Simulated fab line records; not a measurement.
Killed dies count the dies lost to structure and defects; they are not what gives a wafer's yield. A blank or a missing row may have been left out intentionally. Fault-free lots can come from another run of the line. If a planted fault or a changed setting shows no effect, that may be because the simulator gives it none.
One fault seen from 2 desks | flow sfq-line | each desk holds nothing but its own numbers, with what lay behind them at the end

== FROM THE METROLOGY DESK ==
Lot by lot, what the gauges showed, no matter which tool ran the lot: averages of those sampled wafers that carry a number. Any lot whose mean is over 4 standard deviations away from the usual mean is out of limits and marked OUT; that distance is given in the brackets.
Columns: A = I4_OVL at SFQ_I4_OVL_MEAS_928, usual -3 nm
lot  | first seen here | A
L958 | day 50 17:11    | -4
L959 | day 50 19:36    | 5
L960 | day 55 09:32    | -2
L963 | day 56 13:08    | -1
L965 | day 61 15:56    | -5
L966 | day 62 03:07    | -3
L969 | day 62 18:42    | -1
L972 | day 62 22:18    | -3
L973 | day 63 00:43    | -10
L975 | day 63 06:42    | -6
L976 | day 63 11:30    | -2
L977 | day 63 16:18    | -9
L979 | day 63 21:06    | 7
L980 | day 64 01:14    | -11
L981 | day 64 08:26    | 4
This desk found nothing out of limits on any of the 15 lots.

== FOR THE TOOL OWNER'S DESK: rie-metal-02 ==
The tool's own readings at SFQ_TRILAYER_M2_BARC_OPEN_METAL_ETCH_077 (etches BARC in O2, target depth 125 nm, time 41.7 s): means of the sampled wafers that have a number, for each lot that ran on this tool. Any lot whose mean is over 4 standard deviations away from the usual mean is out of limits and marked OUT; that distance is given in the brackets.
Columns: A = drypump-motor-current-A at SFQ_TRILAYER_M2_BARC_OPEN_METAL_ETCH_077, usual 6.09 A; B = oes-product-au at SFQ_TRILAYER_M2_BARC_OPEN_METAL_ETCH_077, usual 0.685 a.u.; C = rf-fwd-power-W at SFQ_TRILAYER_M2_BARC_OPEN_METAL_ETCH_077, usual 594.8 W
lot  | first seen here | A    | B     | C
L958 | day 36 11:03    | 6.12 | 0.684 | 596.6
L959 | day 36 14:39    | 6.02 | 0.690 | 595.8
L963 | day 38 03:51    | 6.03 | 0.680 | 597.2
L966 | day 39 11:40    | 6.00 | 0.683 | 596.3
L969 | day 39 21:16    | 6.13 | 0.687 | 660.3 (+27) OUT
L972 | day 40 00:52    | 6.12 | 0.687 | 658.9 (+27) OUT
L976 | day 40 09:16    | 6.23 | 0.683 | 692.7 (+41) OUT
This desk's verdict: out of limits on L969, L972, L976, starting with L969 at day 39 21:16 (rf-fwd-power-W at SFQ_TRILAYER_M2_BARC_OPEN_METAL_ETCH_077). Within limits: L958, L959, L963, L966.

== PUT TOGETHER ==
An alarm could have come from the tool owner's desk at day 39 21:16, on L969, L972, L976.
At the metrology desk, nothing out of limits was observed.
The metrology desk holds a record of L969, L972, L976, inside its limits.
All the named lots went through SFQ_TRILAYER_M2_BARC_OPEN_METAL_ETCH_077 on rie-metal-02.

== WHAT HAD BEEN PUT IN BY THE SIMULATOR ==
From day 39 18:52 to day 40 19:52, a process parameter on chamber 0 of rie-metal-02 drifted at SFQ_TRILAYER_M2_BARC_OPEN_METAL_ETCH_077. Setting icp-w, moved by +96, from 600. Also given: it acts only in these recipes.
Shown lots that were struck: L969, L972, L976.
Delay in hours, fault start to first out-of-limits reading, by desk: the tool owner's desk at 2.
